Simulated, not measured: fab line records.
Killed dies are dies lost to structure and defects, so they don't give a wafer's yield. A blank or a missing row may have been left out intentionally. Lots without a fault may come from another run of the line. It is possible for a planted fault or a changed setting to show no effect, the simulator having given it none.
Which of the tools did it? || flow gf180mcu || route of 602 steps, sampled at 1 step: 13 lots, 36 wafers

WHAT THE GAUGES SHOWED, per wafer
GF_STI_THK_MEAS_30.
{"lot": "L934", "measured": "day 2 05:45", "on": "film_metro-01", "STI_OXIDATION_02_THK (nm)": "10.24 10.28 10.37"}
{"lot": "L935", "measured": "day 2 11:41", "on": "film_metro-02", "STI_OXIDATION_02_THK (nm)": "10.41 10.51 10.66"}
{"lot": "L938", "measured": "day 3 02:11", "on": "film_metro-01", "STI_OXIDATION_02_THK (nm)": "10.03 9.82 9.68"}
{"lot": "L939", "measured": "day 3 08:00", "on": "film_metro-04", "STI_OXIDATION_02_THK (nm)": "9.59 9.76 9.81"}
{"lot": "L940", "measured": "day 3 12:59", "on": "film_metro-04", "STI_OXIDATION_02_THK (nm)": "10.22 10.21 10.20"}
{"lot": "L947", "measured": "day 5 02:38", "on": "film_metro-01", "STI_OXIDATION_02_THK (nm)": "9.96 9.87"}
{"lot": "L948", "measured": "day 5 05:28", "on": "film_metro-02", "STI_OXIDATION_02_THK (nm)": "9.90 9.79"}
{"lot": "L949", "measured": "day 5 14:49", "on": "film_metro-01", "STI_OXIDATION_02_THK (nm)": "10.07 10.33 10.20"}
{"lot": "L950", "measured": "day 5 17:29", "on": "film_metro-04", "STI_OXIDATION_02_THK (nm)": "9.92 9.86"}
{"lot": "L951", "measured": "day 5 21:34", "on": "film_metro-04", "STI_OXIDATION_02_THK (nm)": "10.10 9.89 10.08"}
{"lot": "L954", "measured": "day 6 14:05", "on": "film_metro-04", "STI_OXIDATION_02_THK (nm)": "10.57 10.33 10.30"}
{"lot": "L956", "measured": "day 7 00:50", "on": "film_metro-02", "STI_OXIDATION_02_THK (nm)": "10.36 10.16 10.22"}
{"lot": "L957", "measured": "day 7 06:07", "on": "film_metro-01", "STI_OXIDATION_02_THK (nm)": "9.95 10.04 10.03"}

EACH LOT AND THE TOOL THAT RAN IT (in order: tool; ch and the chambers of the sampled wafers; start)
No process step before these readings appears in the record.

AS READ BY THE TOOLS THEMSELVES (means over the sampled wafers that have a number; for cases with no such wafer, the mark the record gives instead)
The record holds no such reading with a usual standard deviation.

THE ANSWER, worked out from the rows above alone
Rule: usual is defined by the lots themselves. Put in order of their means at a reading, lots are off if they are a third of the lots or fewer, leave a main group of 4 or more, and stand apart from it by a gap of 3 or more times the standard deviation of the main group's means; of several such gaps the widest counts. A main group whose means are all the same, to the digits that the tables above print for the reading, isn't used. Also off: a lot with no number at a reading for which 4 or more lots have one. All remaining lots with rows at the step are treated as sound. After the gauges, taken in route order, come the tools' own readings; for these a lot's mean is taken, as printed above. At the first step where some lot is off, the reading lying furthest off is the one used; lots without a number count as furthest.
Nothing can be told from this: no lot is off at any reading shown.

WHAT THE SIMULATOR PUT IN
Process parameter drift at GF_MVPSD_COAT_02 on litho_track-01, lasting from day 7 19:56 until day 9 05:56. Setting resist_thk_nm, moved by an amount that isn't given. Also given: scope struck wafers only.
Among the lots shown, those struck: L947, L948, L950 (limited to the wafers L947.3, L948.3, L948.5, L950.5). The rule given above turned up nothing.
